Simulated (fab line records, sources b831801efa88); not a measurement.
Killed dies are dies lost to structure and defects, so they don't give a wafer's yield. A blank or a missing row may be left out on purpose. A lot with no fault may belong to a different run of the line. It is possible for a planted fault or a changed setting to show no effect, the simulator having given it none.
Which tool did it?    flow sky130    11 lots with 33 wafers sampled at 2 steps, on a route of 708 steps

WHAT EACH GAUGE READ, for each wafer
SKY_VT_ADJUST_LVTN_TW_MEAS_21.
lot   measured      on             VT_ADJUST_LVTN_2_TW
L958  day 7 17:20   film_metro-03  188.7 186.9 187.0
L959  day 7 21:44   film_metro-04  189.8 190.5 189.4
L960  day 8 01:32   film_metro-02  188.6 188.4 187.6
L961  day 8 09:14   film_metro-03  188.6 187.7 186.9
L962  day 8 16:29   film_metro-02  187.7 187.8 188.0
L963  day 9 00:01   film_metro-04  190.7 190.1 191.5
L964  day 9 04:32   film_metro-02  190.0 189.4 189.2
L965  day 9 17:11   film_metro-04  291.6 292.4 292.9
L966  day 9 23:46   film_metro-02  290.6 290.3 291.4
L967  day 10 10:37  film_metro-03  289.0 288.6 288.2
L968  day 10 10:40  film_metro-04  291.5 290.5 290.7

WHAT TOOL EACH LOT RAN ON (gives the tool, then ch and the chambers of the sampled wafers, and finally the start)
lot   SKY_VT_ADJUST_LVTN_IMPLANT_19
L958  implanter-04 ch 0, day 7 17:05
L959  implanter-03 ch 0, day 7 21:31
L960  implanter-04 ch 0, day 8 01:17
L961  implanter-04 ch 0, day 8 08:59
L962  implanter-03 ch 0, day 8 16:14
L963  implanter-01 ch 0, day 8 23:47
L964  implanter-03 ch 0, day 9 04:17
L965  implanter-04 ch 0, day 9 16:57
L966  implanter-03 ch 0, day 9 23:31
L967  implanter-04 ch 0, day 10 10:22
L968  implanter-03 ch 0, day 10 10:27
- SKY_VT_ADJUST_LVTN_IMPLANT_19

THE ANSWER, worked out from the rows above alone
Rule: the usual values come from the lots themselves. The widest of any qualifying gaps counts: lots, ordered by their means at a reading, are off when they make up no more than a third of the lots, leave a main group of 4 or more, and stand apart from it by 3 or more times the standard deviation of that group's means. If all means in a main group match to the digits the tables above print for the reading, that group is not used. Also off: a lot with no number at a reading for which 4 or more lots have one. The other lots that the step has rows for count as sound.
No lot is off on any of the readings shown, so nothing can be concluded from this.

WHAT THE SIMULATOR HAD INSERTED
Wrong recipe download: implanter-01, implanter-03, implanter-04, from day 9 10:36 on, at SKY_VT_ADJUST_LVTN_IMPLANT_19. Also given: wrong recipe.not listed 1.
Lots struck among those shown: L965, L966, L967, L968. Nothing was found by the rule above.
